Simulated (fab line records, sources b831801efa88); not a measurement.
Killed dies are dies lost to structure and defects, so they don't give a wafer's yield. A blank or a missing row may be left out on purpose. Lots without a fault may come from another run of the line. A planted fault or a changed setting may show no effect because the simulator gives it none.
Which tool did it? | flow sky130 | 24 lots, 72 wafers sampled, at 5 steps of a route of 708

WHAT THE GAUGES READ, wafer by wafer
SKY_LOCAL_INTERCONNECT_OVL_MEAS_12. Usual: LOCAL_INTERCONNECT_OVL -2 nm, standard deviation 6.2.
lot  | measured     | on         | LOCAL_INTERCONNECT_OVL (nm) | flag
L074 | day 31 04:54 | overlay-01 | 8 14 6                      |
L075 | day 31 02:10 | overlay-02 | 2 9 9                       |
L076 | day 31 14:47 | overlay-01 | 12 6 5                      |
L077 | day 31 18:59 | overlay-01 | 3 -8 -1                     |
L078 | day 32 04:05 | overlay-01 | -1 -1 1                     |
L079 | day 32 07:33 | overlay-01 | -7 -4 -10                   |
L080 | day 32 18:14 | overlay-01 | -4 -1 4                     |
L081 | day 32 20:34 | overlay-02 | -10 -6 -3                   |
L082 | day 33 05:46 | overlay-01 | -5 -6 -7                    |
L083 | day 33 12:41 | overlay-01 | 1 -6 4                      |
L084 | day 33 18:27 | overlay-01 | -9 -12 -2                   |
L085 | day 34 04:23 | overlay-01 | -1 5 2                      |
L086 | day 34 10:44 | overlay-01 | -3 -8 -8                    |
L087 | day 34 17:15 | overlay-01 | -5 -1 2                     |
L088 | day 35 06:20 | overlay-02 | -8 -6 -5                    |
L089 | day 35 08:52 | overlay-01 | -5 2 -8                     |
L090 | day 36 01:23 | overlay-02 | -4 -4 1                     |
L091 | day 36 05:44 | overlay-02 | -6 -7 0                     |
L092 | day 36 11:14 | overlay-01 | 0 -7 -5                     |
L093 | day 36 07:41 | overlay-01 | -2 -5 -6                    |
L094 | day 36 17:50 | overlay-01 | -1 -3 -5                    |
L095 | day 37 10:05 | overlay-02 | -13 -7 -13                  |
L096 | day 37 17:35 | overlay-01 | 6 1 5                       |
L097 | day 38 04:42 | overlay-01 | -5 1 0                      |

SKY_VIA2_RS_MEAS_22: measures by four-point-probe. Usual: VIA2_W_RS 0.2740 ohm/sq, standard deviation 0.0028.
lot  | measured     | on            | VIA2_W_RS (ohm/sq)   | flag
L074 | day 37 03:11 | film_metro-01 | 0.2747 0.2744 0.2738 |
L075 | day 36 22:39 | film_metro-04 | 0.2753 0.2734 0.2756 |
L076 | day 37 12:46 | film_metro-03 | 0.2690 0.2711 0.2721 |
L077 | day 37 17:16 | film_metro-04 | 0.2716 0.2716 0.2734 |
L078 | day 38 00:34 | film_metro-01 | 0.2745 0.2754 0.2756 |
L079 | day 38 02:29 | film_metro-01 | 0.2684 0.2713 0.2710 |
L080 | day 38 14:37 | film_metro-01 | 0.2743 0.2713 0.2727 |
L081 | day 38 16:49 | film_metro-04 | 0.2722 0.2675 0.2707 |
L082 | day 39 01:20 | film_metro-04 | 0.2748 0.2748 0.2735 |
L083 | day 39 06:14 | film_metro-01 | 0.2728 0.2742 0.2730 |
L084 | day 39 12:41 | film_metro-04 | 0.2705 0.2704 0.2729 |
L085 | day 39 22:56 | film_metro-03 | 0.2699 0.2715 0.2712 |
L086 | day 40 04:11 | film_metro-01 | 0.2758 0.2722 0.2738 |
L087 | day 40 10:51 | film_metro-01 | 0.2741 0.2795 0.2745 |
L088 | day 40 22:26 | film_metro-01 | 0.2750 0.2772 0.2781 |
L089 | day 41 01:57 | film_metro-04 | 0.2750 0.2703 0.2744 |
L090 | day 41 14:44 | film_metro-03 | 0.2744 0.2746 0.2755 |
L091 | day 41 18:51 | film_metro-03 | 0.2764 0.2693 0.2722 |
L092 | day 42 01:19 | film_metro-04 | 0.2746 0.2742 0.2714 |
L093 | day 41 23:02 | film_metro-03 | 0.2723 0.2756 0.2758 |
L094 | day 42 06:19 | film_metro-04 | 0.2769 0.2763 0.2769 |
L095 | day 42 20:53 | film_metro-03 | 0.2742 0.2754 0.2757 |
L096 | day 43 05:16 | film_metro-03 | 0.2734 0.2762 0.2744 |
L097 | day 43 14:34 | film_metro-04 | 0.2749 0.2737 0.2755 |

WHICH TOOL RAN EACH LOT (tool, then ch and the chambers of the sampled wafers, then the start)
lot  | SKY_FIELD_ISO_STRIP_16              | SKY_CONTACT_ETCH_17                | SKY_METAL1_ETCH_18
L074 | plasma_asher-03 ch 0,1, day 2 04:47 | rie_diel-02 ch 1,2,3, day 32 10:07 | rie_metal-03 ch 0,1, day 33 14:13
L075 | plasma_asher-03 ch 0,1, day 2 10:23 | rie_diel-01 ch 1,2,3, day 32 07:10 | rie_metal-02 ch 0,1, day 33 10:59
L076 | plasma_asher-03 ch 0,1, day 2 14:50 | rie_diel-02 ch 0,1,3, day 32 20:07 | rie_metal-04 ch 0,1, day 34 00:47
L077 | plasma_asher-02 ch 0,1, day 2 20:53 | rie_diel-01 ch 0,1,3, day 32 23:49 | rie_metal-02 ch 0,1, day 34 04:25
L078 | plasma_asher-02 ch 0,1, day 3 02:29 | rie_diel-04 ch 0,2,3, day 33 08:52 | rie_metal-04 ch 1, day 34 13:21
L079 | plasma_asher-02 ch 0,1, day 3 08:38 | rie_diel-01 ch 0,1,3, day 33 11:19 | rie_metal-03 ch 1, day 34 15:43
L080 | plasma_asher-03 ch 1, day 3 17:20   | rie_diel-02 ch 2,3, day 33 22:49   | rie_metal-03 ch 0, day 35 03:17
L081 | plasma_asher-02 ch 0,1, day 3 18:19 | rie_diel-02 ch 1,2,3, day 34 00:40 | rie_metal-03 ch 0, day 35 04:55
L082 | plasma_asher-04 ch 0,1, day 4 01:10 | rie_diel-04 ch 0,2,3, day 34 10:10 | rie_metal-03 ch 0, day 35 14:09
L083 | plasma_asher-02 ch 0,1, day 4 05:29 | rie_diel-01 ch 0,1,3, day 34 16:25 | rie_metal-02 ch 0,1, day 35 20:49
L084 | plasma_asher-03 ch 0,1, day 4 10:11 | rie_diel-01 ch 1,2,3, day 34 22:19 | rie_metal-02 ch 0,1, day 36 02:14
L085 | plasma_asher-03 ch 0,1, day 4 14:50 | rie_diel-02 ch 1,2, day 35 08:31   | rie_metal-04 ch 0,1, day 36 12:37
L086 | plasma_asher-04 ch 0,1, day 4 21:44 | rie_diel-04 ch 0,2,3, day 35 15:19 | rie_metal-04 ch 0,1, day 36 18:16
L087 | plasma_asher-04 ch 0,1, day 5 00:16 | rie_diel-04 ch 1,2, day 35 21:14   | rie_metal-03 ch 0,1, day 37 01:07
L088 | plasma_asher-04 ch 0,1, day 5 06:32 | rie_diel-04 ch 0,1,2, day 36 09:44 | rie_metal-02 ch 0,1, day 37 13:22
L089 | plasma_asher-04 ch 0,1, day 5 10:01 | rie_diel-01 ch 1,2,3, day 36 12:47 | rie_metal-04 ch 0,1, day 37 16:41
L090 | plasma_asher-04 ch 0,1, day 5 16:26 | rie_diel-04 ch 0,1,3, day 37 04:44 | rie_metal-04 ch 0,1, day 38 07:49
L091 | plasma_asher-03 ch 0,1, day 5 21:38 | rie_diel-02 ch 1,2,3, day 37 09:22 | rie_metal-04 ch 0,1, day 38 12:19
L092 | plasma_asher-02 ch 0,1, day 6 03:38 | rie_diel-01 ch 1,3, day 37 15:10   | rie_metal-04 ch 0,1, day 38 18:28
L093 | plasma_asher-04 ch 1, day 6 07:44   | rie_diel-01 ch 1,3, day 37 11:38   | rie_metal-03 ch 1, day 38 15:34
L094 | plasma_asher-04 ch 0,1, day 6 14:59 | rie_diel-02 ch 0,1,3, day 37 20:25 | rie_metal-04 ch 0,1, day 38 23:52
L095 | plasma_asher-02 ch 0,1, day 6 20:05 | rie_diel-02 ch 0,1,2, day 38 13:01 | rie_metal-03 ch 1, day 39 15:50
L096 | plasma_asher-03 ch 0,1, day 7 01:56 | rie_diel-04 ch 0,1,2, day 38 20:43 | rie_metal-04 ch 0,1, day 40 00:04
L097 | plasma_asher-02 ch 0,1, day 7 05:38 | rie_diel-02 ch 1,2, day 39 07:34   | rie_metal-02 ch 1, day 40 09:48
- SKY_FIELD_ISO_STRIP_16: strips in O2/N2.
- SKY_CONTACT_ETCH_17: etches SiO2 in C4F8/O2/Ar, stops on Si3N4, target depth 340 nm.
- SKY_METAL1_ETCH_18: etches BARC in N2/H2, stops on SiO2, time 45.9 s, target depth 60 nm.

WHAT THE TOOLS THEMSELVES READ (means of the sampled wafers that have a number; where no wafer has one, the mark that the record gives instead)
SKY_FIELD_ISO_STRIP_16. Usual: drypump_motor_current_A 5.73 A, standard deviation 0.18; oes_product_au 0.377 a.u., standard deviation 0.0044; strip_time_to_endpoint_s 3.550 s, standard deviation 0.026.
lot  | tool            | drypump_motor_current_A (A) | oes_product_au (a.u.) | strip_time_to_endpoint_s (s) | flag
L074 | plasma_asher-03 | 5.69                        | 0.376                 | 3.553                        |
L075 | plasma_asher-03 | 5.68                        | 0.376                 | 3.557                        |
L076 | plasma_asher-03 | 5.54                        | 0.377                 | 3.535                        |
L077 | plasma_asher-02 | 5.71                        | 0.376                 | 3.543                        |
L078 | plasma_asher-02 | 5.79                        | 0.378                 | 3.553                        |
L079 | plasma_asher-02 | 5.80                        | 0.376                 | 3.543                        |
L080 | plasma_asher-03 | 5.43                        | 0.380                 | 3.504                        |
L081 | plasma_asher-02 | 5.70                        | 0.379                 | 3.533                        |
L082 | plasma_asher-04 | 5.80                        | 0.375                 | 3.517                        |
L083 | plasma_asher-02 | 5.79                        | 0.379                 | 3.523                        |
L084 | plasma_asher-03 | 5.69                        | 0.382                 | 3.574                        |
L085 | plasma_asher-03 | 5.69                        | 0.377                 | 3.566                        |
L086 | plasma_asher-04 | 5.83                        | 0.376                 | 3.566                        |
L087 | plasma_asher-04 | 5.80                        | 0.383                 | 3.555                        |
L088 | plasma_asher-04 | 5.79                        | 0.376                 | 3.565                        |
L089 | plasma_asher-04 | 5.82                        | 0.379                 | 3.565                        |
L090 | plasma_asher-04 | 5.79                        | 0.376                 | 3.542                        |
L091 | plasma_asher-03 | 5.58                        | 0.380                 | 3.582                        |
L092 | plasma_asher-02 | 5.71                        | 0.376                 | 3.538                        |
L093 | plasma_asher-04 | 5.83                        | 0.377                 | 3.537                        |
L094 | plasma_asher-04 | 5.78                        | 0.376                 | 3.559                        |
L095 | plasma_asher-02 | 5.78                        | 0.377                 | 3.541                        |
L096 | plasma_asher-03 | 5.54                        | 0.376                 | 3.547                        |
L097 | plasma_asher-02 | 5.68                        | 0.378                 | 3.571                        |

SKY_CONTACT_ETCH_17. Usual: oes_product_au 0.892 a.u., standard deviation 0.0048.
lot  | tool        | oes_product_au (a.u.) | flag
L074 | rie_diel-02 | 0.895                 |
L075 | rie_diel-01 | 0.899                 |
L076 | rie_diel-02 | 0.889                 |
L077 | rie_diel-01 | 0.891                 |
L078 | rie_diel-04 | 0.897                 |
L079 | rie_diel-01 | 0.888                 |
L080 | rie_diel-02 | 0.886                 |
L081 | rie_diel-02 | 0.895                 |
L082 | rie_diel-04 | 0.890                 |
L083 | rie_diel-01 | 0.892                 |
L084 | rie_diel-01 | 0.892                 |
L085 | rie_diel-02 | 0.896                 |
L086 | rie_diel-04 | 0.892                 |
L087 | rie_diel-04 | 0.891                 |
L088 | rie_diel-04 | 0.889                 |
L089 | rie_diel-01 | 0.895                 |
L090 | rie_diel-04 | 0.896                 |
L091 | rie_diel-02 | 0.893                 |
L092 | rie_diel-01 | 0.888                 |
L093 | rie_diel-01 | 0.889                 |
L094 | rie_diel-02 | 0.885                 |
L095 | rie_diel-02 | 0.890                 |
L096 | rie_diel-04 | 0.894                 |
L097 | rie_diel-02 | 0.895                 |

SKY_METAL1_ETCH_18. Usual: drypump_motor_current_A 5.7 A, standard deviation 0.46; oes_product_au 0.855 a.u., standard deviation 0.0048; throttle_valve_pct 13.226 %, standard deviation 0.009.
lot  | tool         | drypump_motor_current_A (A) | oes_product_au (a.u.) | throttle_valve_pct (%) | flag
L074 | rie_metal-03 | 5.6                         | 0.854                 | 13.227                 |
L075 | rie_metal-02 | 6.0                         | 0.860                 | 13.232                 |
L076 | rie_metal-04 | 5.7                         | 0.854                 | 13.232                 |
L077 | rie_metal-02 | 5.6                         | 0.859                 | 13.217                 |
L078 | rie_metal-04 | 5.3                         | 0.857                 | 13.230                 |
L079 | rie_metal-03 | 5.7                         | 0.855                 | 13.220                 |
L080 | rie_metal-03 | 5.5                         | 0.858                 | 13.225                 |
L081 | rie_metal-03 | 5.5                         | 0.854                 | 13.225                 |
L082 | rie_metal-03 | 5.5                         | 0.850                 | 13.225                 |
L083 | rie_metal-02 | 6.0                         | 0.855                 | 13.226                 |
L084 | rie_metal-02 | 5.6                         | 0.857                 | 13.224                 |
L085 | rie_metal-04 | 5.7                         | 0.854                 | 13.236                 |
L086 | rie_metal-04 | 5.6                         | 0.860                 | 13.224                 |
L087 | rie_metal-03 | 5.6                         | 0.857                 | 13.228                 |
L088 | rie_metal-02 | 6.0                         | 0.854                 | 13.219                 |
L089 | rie_metal-04 | 5.6                         | 0.858                 | 13.231                 |
L090 | rie_metal-04 | 5.6                         | 0.854                 | 13.220                 |
L091 | rie_metal-04 | 6.0                         | 0.859                 | 13.228                 |
L092 | rie_metal-04 | 6.0                         | 0.858                 | 13.224                 |
L093 | rie_metal-03 | 5.7                         | 0.853                 | 13.230                 |
L094 | rie_metal-04 | 5.6                         | 0.860                 | 13.229                 |
L095 | rie_metal-03 | 5.7                         | 0.859                 | 13.236                 |
L096 | rie_metal-04 | 5.6                         | 0.852                 | 13.233                 |
L097 | rie_metal-02 | 5.2                         | 0.850                 | 13.228                 |

THE ANSWER, worked out from the rows above alone
Rule: a lot is off if the mean of its wafers that have a number lies more than 3 standard deviations from the usual mean. A lot without any number at a reading at which 4 lots or more have one is off too. The other lots that the step has rows for count as sound. The gauges are gone through in route order, then the tools' own readings, and for those a lot's mean is taken as printed above. The first step at which some lot is off is used, and at that step the reading that is off furthest; a lot without a number counts as furthest.
No lot is off at any reading shown: from this, nothing can be told.

WHAT THE SIMULATOR HAD PUT IN
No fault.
